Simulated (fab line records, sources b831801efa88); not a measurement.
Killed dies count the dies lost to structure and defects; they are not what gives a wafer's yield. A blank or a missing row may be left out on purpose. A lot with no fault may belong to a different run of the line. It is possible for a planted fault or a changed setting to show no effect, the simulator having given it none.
fab line records	flow sfqLine
record: lots: 6	wafers: 18	lastDay: 88
route steps=325 shown R5@221 I5@228
lots with no fault: from the same line, run without faults
startH: hours from the record's first day to the start of the lot's first wafer shown	waitH: hours elapsed since this lot's preceding step	" as in the row above	L1.1+2: several wafers, shown together as one row	- no value present, or no start provided	* or withheld: withheld	< > ~ a bound
route shown NAME@n: a module of which the file shows steps, and the number in the route of the first	usual: mean and standard deviation over wafers with no fault	same: alike in all rows	chamber/n: place in a boat	sites: the reading at each site	_std_site: standard deviation across them	_edge_site: mean of outer sites minus mean of inner sites	radiusMm: how far each site lies from the wafer's centre	mask NAME#n: copy n	behind: the last tool/chamber to shape the wafer	hold: why the lot was held/for how many hours/how that ended	device: which transistor (n, p or np) failed to switch	end of line: the same wafers' tests at the end of the route	step lacking rows: just its recipe	killed: count of dies lost to structure and defects at first sort (not the wafer's yield)	map: dies across one wafer; x = killed, . = not, _ = none there
set.NAME: setting as actually run; set.NAME@STEP: the setting as run at that earlier step	model.NAME: the simulator's own value behind a step, which no gauge read
lots at selected steps of the route; one table per step, one row per wafer
services: when a tool's chamber went out of use (startH, in hours from the record's first day, below 0 if earlier), for how many hours, and the reason
== steps ==
step: SFQ_TRILAYER_R5_LITHO_PEB_139
recipe: pebTempC: 115	pebTimeS: 60	resist: KrF
step: SFQ_TRILAYER_R5_LITHO_DEVELOP_138
recipe: timeS: 60	resist: KrF
step: SFQ_R5_OVL_MEAS_935
usual: R5_OVL: 0/5.2
lot.wafer	tool	chamber	startH	waitH	R5_OVL[nm]
L798.2	overlay-01	-	1545.52	0.1	11
L798.3	"	-	"	"	7
L798.6	"	-	"	"	6
L807.1	overlay-02	-	1577.66	0.1	5
L807.2	"	-	"	"	3
L807.5	"	-	"	"	2
L813.3	overlay-02	-	1590.40	0.1	-6
L813.5	"	-	"	"	-7
L813.6	"	-	"	"	0
L815.3	overlay-02	-	1597.96	0.1	3
L815.5	"	-	"	"	3
L815.6	"	-	"	"	2
L820.3	overlay-01	-	1688.25	0.1	7
L820.5	"	-	"	"	3
L820.6	"	-	"	"	5
L821.3	overlay-02	-	1899.48	0.1	4
L821.4	"	-	"	"	10
L821.6	"	-	"	"	5
step: SFQ_TRILAYER_R5_BARC_OPEN_METAL_ETCH_177
recipe: maskMaterial: PR	chemistry: O2	targetDepthNm: 125	target: BARC	icpW: 600	biasW: 80	pressureMtorr: 10	timeS: 41.7
usual: drypumpMotorCurrentA: 5.70/0.17	oesProductAu: 0.685/0.0043
lot.wafer	tool	chamber	startH	waitH	drypumpMotorCurrentA	oesProductAu	rfHoursCounterH
L798.2	rieMetal-04	1	1545.55	0.0	5.92	0.689	94
L798.3	"	0	"	"	5.74	0.679	-
L798.6	"	1	"	"	5.95	0.684	-
L807.1	rieMetal-02	1	1577.70	0.0	5.39	0.686	34
L807.2	"	0	"	"	5.74	0.681	113
L807.5	"	1	"	"	5.39	0.685	-
L813.3	rieMetal-01	0	1590.44	0.0	5.57	0.684	-
L813.5	"	0	"	"	5.60	0.689	-
L813.6	"	1	"	"	5.62	0.677	-
L815.3	rieMetal-04	0	1598.00	0.0	5.80	0.688	-
L815.5	"	1	"	"	5.94	0.684	-
L815.6	"	0	"	"	5.78	0.680	-
L820.3	rieMetal-04	0	1688.30	0.0	5.79	0.694	-
L820.5	"	0	"	"	5.79	0.677	-
L820.6	"	1	"	"	5.94	0.694	-
L821.3	rieMetal-02	1	1899.52	0.0	5.39	0.684	-
L821.4	"	0	"	"	5.69	0.692	-
L821.6	"	1	"	"	5.39	0.684	-
step: SFQ_TRILAYER_R5_ETCH_METAL_ETCH_139
recipe: stopOn: SiO2	maskMaterial: PR	chemistry: Cl2	targetDepthNm: 60	icpW: 600	biasW: 80	pressureMtorr: 10	timeS: 40
usual: drypumpMotorCurrentA: 5.70/0.17	oesProductAu: 0.990/0.0053
lot.wafer	tool	chamber	startH	waitH	drypumpMotorCurrentA	oesProductAu	rfHoursCounterH
L798.2	rieMetal-04	1	1545.61	0.0	5.92	0.995	94
L798.3	"	0	"	"	5.77	0.990	-
L798.6	"	1	"	"	5.91	0.987	-
L807.1	rieMetal-02	1	1577.76	0.0	5.39	0.990	34
L807.2	"	0	"	"	5.70	0.990	113
L807.5	"	1	"	"	5.39	0.994	-
L813.3	rieMetal-01	0	1590.50	0.0	5.59	0.991	-
L813.5	"	0	"	"	5.59	0.990	-
L813.6	"	1	"	"	5.60	0.992	-
L815.3	rieMetal-04	0	1598.06	0.0	5.78	0.984	-
L815.5	"	1	"	"	5.90	0.994	-
L815.6	"	0	"	"	5.78	0.989	-
L820.3	rieMetal-04	0	1688.36	0.0	5.79	0.990	-
L820.5	"	0	"	"	5.78	0.990	-
L820.6	"	1	"	"	5.91	0.991	-
L821.3	rieMetal-02	1	1899.58	0.0	5.39	0.993	-
L821.4	"	0	"	"	5.75	0.996	-
L821.6	"	1	"	"	5.42	0.990	-
step: SFQ_TRILAYER_R5_STRIP_STRIP_140
recipe: gas: O2	powerW: 200	platenTempC: 40	overashFraction: 0.65	chemistry: O2	pressureMtorr: 50
usual: drypumpMotorCurrentA: 5.70/0.17	oesProductAu: 1.000/0.0094
lot.wafer	tool	chamber	startH	waitH	drypumpMotorCurrentA	oesProductAu	rfHoursCounterH
L798.2	rieMetal-04	1	1545.67	0.0	5.92	1.000	94
L798.3	"	0	"	"	5.80	0.995	-
L798.6	"	1	"	"	5.91	1.006	-
L807.1	rieMetal-02	1	1577.81	0.0	5.40	1.005	34
L807.2	"	0	"	"	5.69	0.987	113
L807.5	"	1	"	"	5.38	1.010	-
L813.3	rieMetal-01	0	1590.74	0.2	5.57	1.003	-
L813.5	"	0	"	"	5.57	0.997	-
L813.6	"	1	"	"	5.60	1.009	-
L815.3	rieMetal-04	0	1598.30	0.2	5.78	0.990	-
L815.5	"	1	"	"	5.94	0.984	-
L815.6	"	0	"	"	5.76	0.983	-
L820.3	rieMetal-04	0	1688.60	0.2	5.77	0.998	-
L820.5	"	0	"	"	5.77	1.002	-
L820.6	"	1	"	"	5.93	1.010	-
L821.3	rieMetal-02	1	1899.82	0.2	5.40	1.010	-
L821.4	"	0	"	"	5.69	1.003	-
L821.6	"	1	"	"	5.39	1.027	-
step: SFQ_TRILAYER_R5_STRIP_SOLV_CLEAN_141
recipe: chemistry: NMP	tempC: 70	timeS: 600
step: SFQ_TRILAYER_A5C_DEP_PECVD_142
recipe: material: SiO2	tempC: 150	timeS: 15.556	pressureTorr: 2.4	rfW: 183.3	precursor: SiH4/N2O	targetThkNm: 70
usual: chamberPressureTorr: 2.401/0.005	heaterPowerW: 83/11	throttleValvePct: 24.6/1.2
lot.wafer	tool	chamber	startH	waitH	chamberPressureTorr	heaterPowerW	throttleValvePct
L798.2	pecvd-04	2	1546.45	0.0	2.400	83	24.7
L798.3	"	0	"	"	2.411	78	22.9
L798.6	"	2	"	"	2.404	85	24.4
L807.1	pecvd-03	2	1578.80	0.0	2.404	73	27.2
L807.2	"	1	"	"	2.405	66	25.7
L807.5	"	0	"	"	2.393	80	24.6
L813.3	pecvd-03	1	1591.32	0.0	2.398	78	25.3
L813.5	"	2	"	"	2.412	75	27.2
L813.6	"	1	"	"	2.397	78	25.8
L815.3	pecvd-01	0	1598.88	0.0	2.401	92	24.5
L815.5	"	1	"	"	2.401	88	23.6
L815.6	"	2	"	"	2.400	76	23.8
L820.3	pecvd-04	2	1689.35	0.0	2.399	91	24.7
L820.5	"	0	"	"	2.400	73	23.5
L820.6	"	1	"	"	2.401	97	24.3
L821.3	pecvd-04	0	1900.40	0.0	2.403	72	23.9
L821.4	"	1	"	"	2.396	108	25.2
L821.6	"	2	"	"	2.407	90	25.2
step: SFQ_TRILAYER_I5_LITHO_COAT_149
recipe: resist: BARC	spinRpm: 3000	resistThkNm: 62
step: SFQ_TRILAYER_I5_LITHO_COAT_144
recipe: resist: KrF	spinRpm: 3000	resistThkNm: 650
step: SFQ_TRILAYER_I5_LITHO_SOFTBAKE_148
recipe: tempC: withheld	timeS: withheld	resist: KrF
step: SFQ_TRILAYER_I5_LITHO_EXPOSE_145
recipe: maskId: I5	na: 0.6	sourceShape: conventional	sigmaOuter: 0.65	targetCdNm: 700	doseMj: 21.3
step: SFQ_TRILAYER_I5_LITHO_PEB_147
recipe: pebTempC: 115	pebTimeS: 60	resist: KrF
usual: heaterPowerTotalW: 79.16/0.061
lot.wafer	tool	chamber	startH	waitH	heaterPowerTotalW
L798.2	lithoTrack-04	0	1548.96	0.8	79.19
L798.3	"	0	"	"	79.17
L798.6	"	0	"	"	79.25
L807.1	lithoTrack-02	0	1695.47	1.0	79.15
L807.2	"	0	"	"	79.23
L807.5	"	0	"	"	79.18
L813.3	lithoTrack-02	0	1712.32	0.7	83.87
L813.5	"	0	"	"	79.16
L813.6	"	0	"	"	79.19
L815.3	lithoTrack-02	0	1719.52	0.7	83.91
L815.5	"	0	"	"	79.17
L815.6	"	0	"	"	79.25
L820.3	lithoTrack-01	0	1811.21	0.7	79.20
L820.5	"	0	"	"	79.08
L820.6	"	0	"	"	79.12
L821.3	lithoTrack-02	0	1902.42	0.7	79.22
L821.4	"	0	"	"	79.21
L821.6	"	0	"	"	79.07
step: SFQ_TRILAYER_I5_LITHO_DEVELOP_146
recipe: timeS: 60	resist: KrF
step: SFQ_I5_OVL_MEAS_936
usual: I5_OVL: 1/4
lot.wafer	tool	chamber	startH	waitH	I5_OVL[nm]
L798.2	overlay-02	-	1549.24	0.1	9
L798.3	"	-	"	"	11
L798.6	"	-	"	"	2
L807.1	overlay-02	-	1695.77	0.1	-1
L807.2	"	-	"	"	0
L807.5	"	-	"	"	3
L813.3	overlay-02	-	1712.58	0.1	-4
L813.5	"	-	"	"	0
L813.6	"	-	"	"	-1
L815.3	overlay-01	-	1719.78	0.1	8
L815.5	"	-	"	"	7
L815.6	"	-	"	"	5
L820.3	overlay-01	-	1811.47	0.1	4
L820.5	"	-	"	"	-1
L820.6	"	-	"	"	-3
L821.3	overlay-02	-	1902.68	0.1	0
L821.4	"	-	"	"	1
L821.6	"	-	"	"	6
step: SFQ_TRILAYER_I5_BARC_OPEN_VIA_ETCH_200
recipe: maskMaterial: PR	chemistry: O2	targetDepthNm: 125	target: BARC	sourceW: 500	biasW: 80	pressureMtorr: 30	timeS: 41.7
usual: drypumpMotorCurrentA: 5.8/0.62	oesProductAu: 0.686/0.0047
lot.wafer	tool	chamber	startH	waitH	drypumpMotorCurrentA	oesProductAu	rfHoursCounterH	model.I5.cdNm
L798.2	rieDiel-03	3	1549.27	0.0	5.9	0.689	10	700
L798.3	"	2	"	"	5.3	0.688	14	700.6
L798.6	"	2	"	"	5.3	0.679	-	700
L807.1	rieDiel-02	1	1695.80	0.0	5.2	0.689	16	698.7
L807.2	"	0	"	"	5.9	0.686	8	699.5
L807.5	"	0	"	"	5.9	0.688	-	698.4
L813.3	rieDiel-03	3	1712.60	0.0	5.9	0.694	13	675
L813.5	"	1	"	"	6.6	0.687	-	702
L813.6	"	2	"	"	5.3	0.692	-	701.5
L815.3	rieDiel-03	2	1719.80	0.0	5.3	0.685	17	673.8
L815.5	"	1	"	"	6.6	0.683	-	699
L815.6	"	0	"	"	6.3	0.687	-	700.9
L820.3	rieDiel-02	0	1811.50	0.0	5.8	0.691	10	698.8
L820.5	"	2	"	"	5.4	0.692	-	700.2
L820.6	"	3	"	"	5.7	0.685	-	700.9
L821.3	rieDiel-01	2	1902.71	0.0	6.7	0.691	15	699.2
L821.4	"	0	"	"	5.3	0.686	5	698.3
L821.6	"	3	"	"	6.7	0.687	-	699.1
step: SFQ_TRILAYER_I5_ETCH_VIA_ETCH_147
recipe: stopOn: Nb	maskMaterial: PR	chemistry: CHF3	targetDepthNm: 360	sourceW: 500	biasW: 80	pressureMtorr: 30	timeS: withheld
usual: drypumpMotorCurrentA: 5.8/0.62	oesProductAu: 0.989/0.0069
lot.wafer	tool	chamber	startH	waitH	drypumpMotorCurrentA	oesProductAu	model.I5.cdNm
L798.2	rieDiel-03	3	1549.31	0.0	5.9	0.983	698
L798.3	"	2	"	"	5.3	0.988	701.9
L798.6	"	2	"	"	5.3	0.995	699.6
L807.1	rieDiel-02	1	1695.84	0.0	5.2	0.990	696.3
L807.2	"	0	"	"	5.8	0.975	699
L807.5	"	0	"	"	5.9	0.982	696
L813.3	rieDiel-03	3	1712.64	0.0	5.9	0.980	672.9
L813.5	"	1	"	"	6.6	0.985	705.1
L813.6	"	2	"	"	5.3	0.998	702.4
L815.3	rieDiel-03	2	1719.84	0.0	5.3	1.001	675.1
L815.5	"	1	"	"	6.6	0.994	703.5
L815.6	"	0	"	"	6.3	0.982	702
L820.3	rieDiel-02	0	1811.53	0.0	5.9	0.979	696.8
L820.5	"	2	"	"	5.3	0.992	700.2
L820.6	"	3	"	"	5.7	0.989	699.3
L821.3	rieDiel-01	2	1902.75	0.0	6.8	0.999	698
L821.4	"	0	"	"	5.3	0.989	696.5
L821.6	"	3	"	"	6.8	0.991	697.4
step: SFQ_TRILAYER_I5_STRIP_STRIP_148
recipe: gas: O2	powerW: 200	platenTempC: 40	overashFraction: 0.65	chemistry: O2	pressureMtorr: 50
usual: drypumpMotorCurrentA: 5.7/0.34	oesProductAu: 1.000/0.0071
lot.wafer	tool	chamber	startH	waitH	drypumpMotorCurrentA	oesProductAu	rfHoursCounterH
L798.2	rieMetal-01	1	1549.46	-	5.6	1.005	100
L798.3	"	1	"	"	5.6	0.991	-
L798.6	"	1	"	"	5.6	0.985	-
L807.1	rieMetal-03	0	1695.99	-	6.5	0.996	23
L807.2	"	1	"	"	6.0	1.004	90
L807.5	"	1	"	"	6.0	1.010	-
L813.3	rieMetal-01	1	1712.99	-	5.6	0.997	-
L813.5	"	1	"	"	5.6	1.011	-
L813.6	"	0	"	"	5.6	1.008	-
L815.3	rieMetal-01	0	1720.19	-	5.6	0.993	-
L815.5	"	1	"	"	5.6	1.004	-
L815.6	"	0	"	"	5.6	0.999	-
L820.3	rieMetal-02	1	1811.88	-	5.4	1.015	-
L820.5	"	1	"	"	5.4	1.016	-
L820.6	"	0	"	"	5.7	1.005	-
L821.3	rieMetal-02	0	1903.10	-	5.7	0.991	-
L821.4	"	1	"	"	5.4	1.004	-
L821.6	"	1	"	"	5.4	1.006	-
== services ==
tool	chamber	startH	hours	kind
rieMetal-02	-	1529.40	0.8	repair
rieDiel-03	3	1532.17	1.8	repair
rieDiel-03	0	1593.63	6.4	repair
rieDiel-02	2	1601.43	1.7	repair
rieDiel-02	3	1604.14	4.0	repair
rieMetal-01	-	1608.60	0.2	repair
rieMetal-02	-	1632.35	2.8	pm
rieDiel-03	-	1654.97	2.8	pm
rieMetal-04	0	1660.49	6.5	repair
rieMetal-04	1	1662.43	19.2	repair
rieMetal-02	1	1674.84	10.0	repair
rieMetal-04	-	1695.41	1.2	repair
rieDiel-02	3	1724.95	9.0	repair
rieDiel-02	2	1749.13	8.9	repair
rieDiel-02	3	1760.70	3.5	repair
rieDiel-03	0	1763.70	10.7	repair
rieMetal-01	1	1801.42	16.4	repair
rieDiel-03	1	1819.85	5.8	repair
rieMetal-01	-	1823.96	1.4	pm
rieDiel-03	3	1824.21	4.5	repair
rieDiel-03	2	1865.03	2.1	repair
rieDiel-03	0	1882.75	1.6	repair
rieMetal-01	1	1884.81	6.7	repair
rieDiel-03	1	1889.05	3.6	repair
== key ==
firstSign: step: SFQ_TRILAYER_I5_LITHO_PEB_147	reading: heaterPowerTotalW	direction: up	sigmas: 78	usual: 79.16	struck: 83.89
effect none on later readings
modelEffect: step: SFQ_TRILAYER_I5_BARC_OPEN_VIA_ETCH_200	value: I5.cdNm	without: 700.9	struck: 674.4
modelEffect: step: SFQ_TRILAYER_I5_ETCH_VIA_ETCH_147	value: I5.cdNm	without: 700.5	struck: 674
metAt SFQ_TRILAYER_I5_LITHO_PEB_147
struckWafers L813.3,L815.3
onsetBetween 1695.47 1712.32
fault: kind: processParameterDrift	tool: lithoTrack-02	chamber: -	onsetH: 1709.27	steps: SFQ_TRILAYER_I5_LITHO_PEB_147	channel: pebTimeS	offset: *	shape: step	endH: 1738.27	scope: struckWafersOnly	actsIn: *	stated: *
